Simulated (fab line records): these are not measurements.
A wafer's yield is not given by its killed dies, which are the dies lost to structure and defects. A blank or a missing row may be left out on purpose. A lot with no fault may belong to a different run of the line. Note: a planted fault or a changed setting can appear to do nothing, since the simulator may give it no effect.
fab line records	flow sfq-line
record: lots: 6	wafers: 17	last-day: 91
route steps=325 shown I3@137 M4@148 I4@163 JJ@178 M8@325
lots that met no fault: from a run of the same line without faults
start-h: start of the lot's first displayed wafer, in hours after the record's first day	wait-h: time in hours since the lot's previous step	" unchanged from the row above	L1.1+2: one row covering several wafers at once	- no value present, or no start provided	* or withheld: withheld	< > ~ a bound
route shown NAME@n: a module of which the file shows steps, and the number in the route of the first	usual: the fault-free wafers' mean and standard deviation	same: alike in all rows	chamber/n: place in a boat	sites: readings site by site	_std_site: how widely they spread, as a standard deviation	_edge_site: outer sites' mean less inner sites'	radius-mm: how far each site lies from the wafer's centre	mask NAME#n: copy n	behind: the last tool/chamber to shape the wafer	hold: cause of the lot's hold/its duration in hours/its outcome	device: the transistor (n, p or np) that didn't switch	end of line: the route-end tests of the same wafers	a step with no rows: only its recipe	killed: the dies lost at the first sort to structure and to defects; this is not the yield of the wafer	map: dies across one wafer; x = killed, . = not, _ = none there
set.NAME: the setting the step ran with; set.NAME@STEP: the setting that earlier step ran with	model.NAME: the simulator's own value behind a step, which no gauge read
certain route steps with their lots: each step a table, each wafer a row
services: when a tool's chamber went out of use (start-h, in hours from the record's first day, below 0 if earlier), for how many hours, and the reason
== steps ==
step: SFQ_TRILAYER_I3_VIA_LITHO_COAT_090
recipe: resist: BARC	spin-rpm: 3000	resist-thk-nm: 62
step: SFQ_TRILAYER_I3_VIA_LITHO_COAT_085
recipe: resist: KrF	spin-rpm: 3000	resist-thk-nm: 650
step: SFQ_TRILAYER_I3_VIA_LITHO_SOFTBAKE_089
recipe: temp-c: withheld	time-s: withheld	resist: KrF
step: SFQ_TRILAYER_I3_VIA_LITHO_EXPOSE_086
recipe: mask-id: I3	na: 0.6	source-shape: conventional	sigma-outer: 0.65	target-cd-nm: 500	dose-mj: 21.3
step: SFQ_TRILAYER_I3_VIA_LITHO_PEB_088
recipe: peb-temp-c: 115	peb-time-s: 60	resist: KrF
step: SFQ_TRILAYER_I3_VIA_LITHO_DEVELOP_087
recipe: time-s: 60	resist: KrF
step: SFQ_I3_OVL_MEAS_923
usual: I3_OVL: 0/5.8
lot.wafer	tool	chamber	start-h	wait-h	I3_OVL[nm]
L649.4	overlay-02	-	1085.09	0.1	4
L649.5	"	-	"	"	8
L649.6	"	-	"	"	9
L650.3	overlay-02	-	1090.98	0.1	-6
L650.4	"	-	"	"	-8
L650.5	"	-	"	"	-1
L653.3	overlay-01	-	1111.30	0.1	2
L653.4	"	-	"	"	-5
L653.6	"	-	"	"	-2
L655.3	overlay-02	-	1129.30	0.1	-5
L655.5	"	-	"	"	-6
L657.2	overlay-02	-	1141.13	0.1	-7
L657.3	"	-	"	"	-6
L657.5	"	-	"	"	-8
L660.1	overlay-01	-	1159.20	0.1	6
L660.3	"	-	"	"	2
L660.4	"	-	"	"	-3
step: SFQ_TRILAYER_I3_VIA_BARC_OPEN_VIA_ETCH_121
recipe: mask-material: PR	chemistry: O2	target-depth-nm: 125	target: BARC	source-w: 500	bias-w: 80	pressure-mtorr: 30	time-s: 41.7
usual: drypump-motor-current-A: 5.8/0.44	oes-product-au: 0.685/0.0046
same: time-s: 41.7
lot.wafer	tool	chamber	start-h	wait-h	drypump-motor-current-A	oes-product-au	rf-hours-counter-h
L649.4	rie-diel-04	1	1085.13	0.0	5.8	0.684	-
L649.5	"	2	"	"	5.4	0.688	-
L649.6	"	0	"	"	5.7	0.683	-
L650.3	rie-diel-01	1	1091.01	0.0	4.9	0.683	2
L650.4	"	1	"	"	4.9	0.688	-
L650.5	"	2	"	"	5.7	0.689	-
L653.3	rie-diel-01	3	1111.32	0.0	5.9	0.684	10
L653.4	"	0	"	"	6.4	0.689	10
L653.6	"	1	"	"	4.9	0.691	-
L655.3	rie-diel-02	2	1129.32	0.0	5.7	0.689	10
L655.5	"	2	"	"	5.7	0.688	-
L657.2	rie-diel-04	1	1141.16	0.0	5.8	0.682	3
L657.3	"	0	"	"	5.8	0.686	9
L657.5	"	0	"	"	5.7	0.680	-
L660.1	rie-diel-01	1	1159.24	0.0	4.9	0.691	3
L660.3	"	0	"	"	6.4	0.680	10
L660.4	"	2	"	"	5.7	0.683	3
step: SFQ_TRILAYER_I3_VIA_ETCH_VIA_ETCH_088
recipe: target: SiO2	stop-on: Nb	mask-material: PR	taper-deg: 20	chemistry: CHF3	target-depth-nm: 260	source-w: 500	bias-w: 80	pressure-mtorr: 30	time-s: withheld
usual: drypump-motor-current-A: 5.8/0.44	oes-product-au: 0.855/0.0048
lot.wafer	tool	chamber	start-h	wait-h	drypump-motor-current-A	oes-product-au
L649.4	rie-diel-04	1	1085.20	0.1	5.8	0.863
L649.5	"	2	"	"	5.4	0.851
L649.6	"	0	"	"	5.7	0.852
L650.3	rie-diel-01	1	1091.05	0.0	4.9	0.857
L650.4	"	1	"	"	4.9	0.860
L650.5	"	2	"	"	5.8	0.857
L653.3	rie-diel-01	3	1111.36	0.0	5.9	0.851
L653.4	"	0	"	"	6.4	0.862
L653.6	"	1	"	"	4.9	0.854
L655.3	rie-diel-02	2	1129.36	0.0	5.7	0.852
L655.5	"	2	"	"	5.7	0.860
L657.2	rie-diel-04	1	1141.20	0.0	5.8	0.846
L657.3	"	0	"	"	5.7	0.865
L657.5	"	0	"	"	5.7	0.849
L660.1	rie-diel-01	1	1159.28	0.0	4.9	0.864
L660.3	"	0	"	"	6.4	0.854
L660.4	"	2	"	"	5.7	0.849
step: SFQ_TRILAYER_I3_VIA_STRIP_STRIP_089
recipe: gas: O2	power-w: 200	platen-temp-c: 40	overash-fraction: 0.65	chemistry: O2	pressure-mtorr: 50
step: SFQ_TRILAYER_I3_VIA_STRIP_SOLV_CLEAN_090
recipe: chemistry: NMP	temp-c: 70	time-s: 600
step: SFQ_TRILAYER_M4_DEP_PRE_CLEAN_092
recipe: gas: Ar	time-s: 22.5	bias-v: 250
step: SFQ_TRILAYER_M4_DEP_SPUTTER_091
recipe: material: Nb	base-pressure-pa: 1.33e-06	chamber-pressure-pa: 0.1333	substrate-temp-c: 20	resputter-cathode-voltage-v: 400	target-thk-nm: 200	power-w: 2000	time-s: 133.3
usual: throttle-valve-pct: 29.6/1.1
lot.wafer	tool	chamber	start-h	wait-h	throttle-valve-pct	model.Nb_of_TRILAYER_M4_DEP_SPUTTER_091.thk-nm
L649.4	pvd-sputter-03	-	1086.06	0.0	29.3	199.7
L649.5	"	-	"	"	28.5	199.8
L649.6	"	-	"	"	29.8	199
L650.3	pvd-sputter-05	-	1091.96	0.0	30.1	200.4
L650.4	"	-	"	"	27.9	202.1
L650.5	"	-	"	"	28.1	203.5
L653.3	pvd-sputter-05	-	1112.28	0.0	30.2	182.7
L653.4	"	-	"	"	27.9	198.7
L653.6	"	-	"	"	30.1	182
L655.3	pvd-sputter-05	-	1130.30	0.0	27.8	185.5
L655.5	"	-	"	"	29.8	186.2
L657.2	pvd-sputter-06	-	1142.12	0.0	29.0	199.8
L657.3	"	-	"	"	28.8	200.4
L657.5	"	-	"	"	29.8	201.4
L660.1	pvd-sputter-03	-	1160.80	0.0	29.4	201.4
L660.3	"	-	"	"	30.0	198.7
L660.4	"	-	"	"	29.5	200.8
step: SFQ_M4_RS_MEAS_924
recipe: thk-meas-gauge: four-point-probe	reads: Nb_of_TRILAYER_M4_DEP_SPUTTER_091
usual: M4_NB_RS: 0.892/0.011
lot.wafer	tool	chamber	start-h	wait-h	M4_NB_RS[ohm/sq]
L649.4	film-metro-03	-	1086.21	0.1	0.894
L649.5	"	-	"	"	0.892
L649.6	"	-	"	"	0.897
L650.3	film-metro-01	-	1092.09	0.1	0.887
L650.4	"	-	"	"	0.878
L650.5	"	-	"	"	0.874
L653.3	film-metro-04	-	1112.41	0.1	0.977
L653.4	"	-	"	"	0.894
L653.6	"	-	"	"	0.979
L655.3	film-metro-01	-	1130.43	0.1	0.959
L655.5	"	-	"	"	0.955
L657.2	film-metro-01	-	1142.23	0.1	0.891
L657.3	"	-	"	"	0.884
L657.5	"	-	"	"	0.881
L660.1	film-metro-04	-	1160.89	0.0	0.886
L660.3	"	-	"	"	0.898
L660.4	"	-	"	"	0.887
step: SFQ_TRILAYER_M4_LITHO_COAT_098
recipe: resist: BARC	spin-rpm: 3000	resist-thk-nm: 62
step: SFQ_TRILAYER_M4_LITHO_COAT_093
recipe: resist: KrF	spin-rpm: 3000	resist-thk-nm: 600
step: SFQ_TRILAYER_M4_LITHO_SOFTBAKE_097
recipe: temp-c: withheld	time-s: withheld	resist: KrF
step: SFQ_TRILAYER_M4_LITHO_EXPOSE_094
recipe: mask-id: M4	na: 0.6	source-shape: conventional	sigma-outer: 0.65	target-cd-nm: 500	dose-mj: 14.4
step: SFQ_TRILAYER_M4_LITHO_PEB_096
recipe: peb-temp-c: 115	peb-time-s: 60	resist: KrF
step: SFQ_TRILAYER_M4_LITHO_DEVELOP_095
recipe: time-s: 60	resist: KrF
step: SFQ_M4_OVL_MEAS_926
usual: M4_OVL: 3/8.5
lot.wafer	tool	chamber	start-h	wait-h	M4_OVL[nm]
L649.4	overlay-01	-	1090.11	0.1	-6
L649.5	"	-	"	"	2
L649.6	"	-	"	"	-9
L650.3	overlay-01	-	1094.50	0.1	-19
L650.4	"	-	"	"	-15
L650.5	"	-	"	"	-13
L653.3	overlay-01	-	1114.81	0.1	0
L653.4	"	-	"	"	5
L653.6	"	-	"	"	10
L655.3	overlay-01	-	1132.96	0.1	5
L655.5	"	-	"	"	2
L657.2	overlay-01	-	1144.64	0.1	-8
L657.3	"	-	"	"	-2
L657.5	"	-	"	"	0
L660.1	overlay-01	-	1163.44	0.1	-2
L660.3	"	-	"	"	-2
L660.4	"	-	"	"	-1
step: SFQ_TRILAYER_M4_BARC_OPEN_METAL_ETCH_123
recipe: mask-material: PR	chemistry: O2	target-depth-nm: 125	target: BARC	icp-w: 600	bias-w: 80	pressure-mtorr: 10	time-s: 41.7
usual: drypump-motor-current-A: 5.5/0.49	oes-product-au: 0.685/0.005
same: time-s: 41.7
lot.wafer	tool	chamber	start-h	wait-h	drypump-motor-current-A	oes-product-au	rf-hours-counter-h
L649.4	rie-metal-04	1	1090.15	0.0	6.1	0.680	-
L649.5	"	0	"	"	5.0	0.682	-
L649.6	"	1	"	"	6.2	0.685	-
L650.3	rie-metal-04	1	1094.54	0.0	6.2	0.679	-
L650.4	"	0	"	"	5.0	0.687	-
L650.5	"	0	"	"	5.1	0.686	-
L653.3	rie-metal-01	0	1114.85	0.0	5.9	0.693	-
L653.4	"	1	"	"	5.0	0.684	-
L653.6	"	1	"	"	5.0	0.680	-
L655.3	rie-metal-03	0	1133.01	0.0	5.7	0.688	-
L655.5	"	0	"	"	5.6	0.689	-
L657.2	rie-metal-01	1	1144.67	0.0	5.0	0.689	16
L657.3	"	0	"	"	5.9	0.691	-
L657.5	"	1	"	"	5.0	0.691	-
L660.1	rie-metal-03	0	1163.48	0.0	5.6	0.691	79
L660.3	"	1	"	"	4.9	0.679	-
L660.4	"	0	"	"	5.6	0.686	-
step: SFQ_TRILAYER_M4_ETCH_METAL_ETCH_096
recipe: target: Nb	stop-on: SiO2	mask-material: PR	chemistry: Cl2/Ar	target-depth-nm: 240	icp-w: 600	bias-w: 80	pressure-mtorr: 10	time-s: 120
usual: drypump-motor-current-A: 5.5/0.48	oes-product-au: 0.894/0.0082
same: time-s: 120
lot.wafer	tool	chamber	start-h	wait-h	drypump-motor-current-A	oes-product-au	rf-hours-counter-h
L649.4	rie-metal-04	1	1090.23	0.1	6.1	0.897	-
L649.5	"	0	"	"	5.1	0.903	-
L649.6	"	1	"	"	6.2	0.893	-
L650.3	rie-metal-04	1	1094.62	0.1	6.1	0.900	-
L650.4	"	0	"	"	5.0	0.893	-
L650.5	"	0	"	"	5.0	0.903	-
L653.3	rie-metal-01	0	1114.94	0.1	5.8	0.853	-
L653.4	"	1	"	"	5.0	0.892	-
L653.6	"	1	"	"	5.0	0.851	-
L655.3	rie-metal-03	0	1133.09	0.1	5.6	0.857	-
L655.5	"	0	"	"	5.6	0.865	-
L657.2	rie-metal-01	1	1144.73	0.0	5.0	0.896	16
L657.3	"	0	"	"	5.8	0.897	-
L657.5	"	1	"	"	5.0	0.905	-
L660.1	rie-metal-03	0	1163.54	0.0	5.7	0.900	79
L660.3	"	1	"	"	4.9	0.895	-
L660.4	"	0	"	"	5.7	0.894	-
step: SFQ_TRILAYER_M4_STRIP_STRIP_097
recipe: gas: O2	power-w: 200	platen-temp-c: 40	overash-fraction: 0.65	chemistry: O2	pressure-mtorr: 50
step: SFQ_TRILAYER_M4_STRIP_SOLV_CLEAN_098
recipe: chemistry: NMP	temp-c: 70	time-s: 600
step: SFQ_TRILAYER_I4_DEP_PECVD_099
recipe: material: SiO2	temp-c: 150	time-s: 111.11	pressure-torr: 2.4	rf-w: 183.3	precursor: SiH4/N2O	target-thk-nm: 500
usual: heater-power-w: 84/13	throttle-valve-pct: 25.0/1.6
same: time-s: 111.11
lot.wafer	tool	chamber	start-h	wait-h	heater-power-w	throttle-valve-pct
L649.4	pecvd-01	1	1091.13	0.0	64	22.4
L649.5	"	0	"	"	91	24.2
L649.6	"	1	"	"	67	22.5
L650.3	pecvd-02	2	1095.48	0.0	88	25.4
L650.4	"	1	"	"	83	26.7
L650.5	"	2	"	"	91	25.5
L653.3	pecvd-03	0	1115.79	0.0	73	24.3
L653.4	"	2	"	"	54	25.0
L653.6	"	1	"	"	72	24.8
L655.3	pecvd-02	1	1133.95	0.0	87	26.5
L655.5	"	1	"	"	90	26.8
L657.2	pecvd-01	0	1145.63	0.0	89	24.5
L657.3	"	1	"	"	71	22.4
L657.5	"	2	"	"	117	22.5
L660.1	pecvd-02	2	1164.44	0.0	91	25.2
L660.3	"	0	"	"	80	27.6
L660.4	"	1	"	"	88	26.5
step: SFQ_TRILAYER_I4_CMP_CMP_100
recipe: material: SiO2	down-force-psi: 3	platen-rpm: 60	pad-velocity-m-s: 0.94248
step: SFQ_I4_BOW_MEAS_927
recipe: mode: bow
usual: I4_BOW: 4/7.3
lot.wafer	tool	chamber	start-h	wait-h	I4_BOW[um]
L649.4	film-metro-01	-	1114.78	2.1	15
L649.5	"	-	"	"	7
L649.6	"	-	"	"	15
L650.3	film-metro-03	-	1117.79	2.0	8
L650.4	"	-	"	"	5
L650.5	"	-	"	"	12
L653.3	film-metro-03	-	1139.37	2.5	15
L653.4	"	-	"	"	7
L653.6	"	-	"	"	2
L655.3	film-metro-03	-	1153.79	2.5	8
L655.5	"	-	"	"	2
L657.2	film-metro-01	-	1163.35	1.5	12
L657.3	"	-	"	"	22
L657.5	"	-	"	"	17
L660.1	film-metro-02	-	1180.75	2.0	9
L660.3	"	-	"	"	13
L660.4	"	-	"	"	18
step: SFQ_TRILAYER_I4_METRO_MEASURE_101
step: SFQ_TRILAYER_I4_VIA_LITHO_COAT_108
recipe: resist: BARC	spin-rpm: 3000	resist-thk-nm: 62
step: SFQ_TRILAYER_I4_VIA_LITHO_COAT_103
recipe: resist: KrF	spin-rpm: 3000	resist-thk-nm: 650
step: SFQ_TRILAYER_I4_VIA_LITHO_SOFTBAKE_107
recipe: temp-c: withheld	time-s: withheld	resist: KrF
step: SFQ_TRILAYER_I4_VIA_LITHO_EXPOSE_104
recipe: mask-id: I4	na: 0.6	source-shape: conventional	sigma-outer: 0.65	target-cd-nm: 700	dose-mj: 21.3
step: SFQ_TRILAYER_I4_VIA_LITHO_PEB_106
recipe: peb-temp-c: 115	peb-time-s: 60	resist: KrF
step: SFQ_TRILAYER_I4_VIA_LITHO_DEVELOP_105
recipe: time-s: 60	resist: KrF
step: SFQ_I4_OVL_MEAS_928
usual: I4_OVL: 2/5
lot.wafer	tool	chamber	start-h	wait-h	I4_OVL[nm]
L649.4	overlay-02	-	1243.47	0.1	0
L649.5	"	-	"	"	3
L649.6	"	-	"	"	3
L650.3	overlay-02	-	1248.26	0.1	4
L650.4	"	-	"	"	3
L650.5	"	-	"	"	1
L653.3	overlay-02	-	1272.39	0.1	2
L653.4	"	-	"	"	-4
L653.6	"	-	"	"	-2
L655.3	overlay-02	-	1286.79	0.1	-7
L655.5	"	-	"	"	-16
L657.2	overlay-02	-	1298.54	0.1	-1
L657.3	"	-	"	"	-5
L657.5	"	-	"	"	-2
L660.1	overlay-01	-	1317.86	0.1	1
L660.3	"	-	"	"	5
L660.4	"	-	"	"	4
step: SFQ_TRILAYER_I4_VIA_BARC_OPEN_VIA_ETCH_146
recipe: mask-material: PR	chemistry: O2	target-depth-nm: 125	target: BARC	source-w: 500	bias-w: 80	pressure-mtorr: 30	time-s: 41.7
usual: drypump-motor-current-A: 5.6/0.51	oes-product-au: 0.685/0.0045
same: time-s: 41.7
lot.wafer	tool	chamber	start-h	wait-h	drypump-motor-current-A	oes-product-au	rf-hours-counter-h
L649.4	rie-diel-01	1	1243.49	0.0	4.9	0.690	5
L649.5	"	0	"	"	6.4	0.687	-
L649.6	"	3	"	"	5.9	0.683	-
L650.3	rie-diel-01	3	1248.29	0.0	5.9	0.687	11
L650.4	"	1	"	"	4.9	0.687	5
L650.5	"	3	"	"	5.9	0.684	-
L653.3	rie-diel-01	0	1272.41	0.0	6.4	0.686	12
L653.4	"	3	"	"	5.9	0.684	12
L653.6	"	2	"	"	5.8	0.687	-
L655.3	rie-diel-03	1	1286.81	0.0	5.6	0.674	15
L655.5	"	3	"	"	4.9	0.686	-
L657.2	rie-diel-02	1	1298.57	0.0	5.4	0.684	5
L657.3	"	3	"	"	6.4	0.681	17
L657.5	"	0	"	"	5.9	0.667	-
L660.1	rie-diel-02	0	1317.89	0.0	5.9	0.680	10
L660.3	"	1	"	"	5.4	0.688	6
L660.4	"	3	"	"	6.4	0.693	17
step: SFQ_TRILAYER_I4_VIA_ETCH_VIA_ETCH_106
recipe: target: SiO2	stop-on: Nb	mask-material: PR	taper-deg: 20	chemistry: CHF3	target-depth-nm: 260	source-w: 500	bias-w: 80	pressure-mtorr: 30	time-s: withheld
step: SFQ_TRILAYER_I4_VIA_STRIP_STRIP_107
recipe: gas: O2	power-w: 200	platen-temp-c: 40	overash-fraction: 0.65	chemistry: O2	pressure-mtorr: 50
step: SFQ_TRILAYER_I4_VIA_STRIP_SOLV_CLEAN_108
recipe: chemistry: NMP	temp-c: 70	time-s: 600
step: SFQ_TRILAYER_JJ_TRILAYER_DEP_PRE_CLEAN_113
recipe: gas: Ar	time-s: 22.5	bias-v: 250
step: SFQ_M8_BOW_MEAS_951
recipe: mode: bow
usual: M8_BOW: 10/9.5
lot.wafer	tool	chamber	start-h	wait-h	M8_BOW[um]	model.etest.m4.ohm-um	model.etest.i3.link-ohm	model.etest.m4.ohm-sq	model.etest.i4.link-ohm
L649.4	film-metro-02	-	2028.32	0.1	22	1.79	1.97	0.8923	2.158
L649.5	"	-	"	"	14	1.783	1.966	0.8917	2.162
L649.6	"	-	"	"	22	1.794	1.979	0.8957	2.178
L650.3	film-metro-01	-	2030.56	0.0	20	1.775	1.959	0.8892	2.159
L650.4	"	-	"	"	18	1.753	1.95	0.8817	2.156
L650.5	"	-	"	"	23	1.741	1.942	0.8757	2.161
L653.3	film-metro-02	-	2124.74	0.0	16	1.956	2.071	0.9752	2.237
L653.4	"	-	"	"	8	1.791	1.977	0.8967	2.159
L653.6	"	-	"	"	2	1.955	2.075	0.979	2.255
L655.3	film-metro-01	-	2136.92	0.0	21	1.917	2.048	0.9609	2.226
L655.5	"	-	"	"	13	1.906	2.052	0.9571	2.211
L657.2	film-metro-02	-	2175.05	0.0	12	1.794	1.96	0.892	2.188
L657.3	"	-	"	"	23	1.785	1.961	0.8892	2.193
L657.5	"	-	"	"	17	1.775	1.949	0.8849	2.183
L660.1	film-metro-02	-	2178.64	0.0	15	1.767	1.969	0.885	2.175
L660.3	"	-	"	"	18	1.786	1.987	0.8967	2.189
L660.4	"	-	"	"	24	1.771	1.966	0.8876	2.171
== services ==
tool	chamber	start-h	hours	kind
rie-diel-01	3	1078.61	20.2	repair
rie-diel-04	3	1084.42	3.9	repair
rie-diel-04	2	1094.23	12.7	repair
rie-diel-04	-	1098.23	0.4	repair
rie-metal-04	0	1126.82	15.7	repair
rie-diel-01	0	1141.21	3.4	repair
rie-metal-01	1	1148.61	3.9	repair
rie-diel-01	-	1149.27	2.8	pm
rie-metal-01	0	1171.11	2.8	repair
rie-diel-01	3	1182.19	7.4	repair
rie-diel-01	-	1185.80	2.5	repair
rie-diel-04	-	1191.41	2.8	pm
rie-diel-01	-	1193.45	0.6	repair
rie-diel-01	2	1196.15	3.9	repair
rie-diel-04	-	1198.60	0.3	repair
rie-diel-01	1	1205.84	9.8	repair
rie-metal-01	-	1209.65	1.4	pm
rie-diel-01	-	1224.65	0.4	repair
rie-diel-01	2	1230.83	5.6	repair
rie-diel-01	3	1232.96	4.3	repair
rie-metal-01	0	1246.55	4.4	repair
rie-diel-01	-	1283.74	0.5	repair
rie-diel-01	3	1297.99	3.3	repair
rie-diel-01	-	1301.63	67.9	repair
== key ==
first-sign: step: SFQ_M4_RS_MEAS_924	reading: M4_NB_RS	direction: up	sigmas: 6.6	usual: 0.892	struck: 0.968
effect: step: SFQ_TRILAYER_M4_ETCH_METAL_ETCH_096	reading: oes-product-au	direction: down	sigmas: 4.6	usual: 0.894	struck: 0.856
model-effect: step: SFQ_TRILAYER_M4_DEP_SPUTTER_091	value: Nb_of_TRILAYER_M4_DEP_SPUTTER_091.thk-nm	without: 199.9	struck: 184.1
model-effect: step: SFQ_M8_BOW_MEAS_951	value: etest.m4.ohm-um	without: 1.78	struck: 1.933
met-at SFQ_TRILAYER_M4_DEP_SPUTTER_091
struck-wafers L653.3,L653.6,L655.3,L655.5
onset-between 1091.96 1112.28
fault: kind: process-parameter-drift	tool: pvd-sputter-05	chamber: -	onset-h: 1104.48	steps: SFQ_TRILAYER_M4_DEP_SPUTTER_091	channel: target-thk-nm	offset: -15.833	shape: step	end-h: 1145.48	scope: struck-wafers-only	acts-in: these-recipes-only	stated: 200
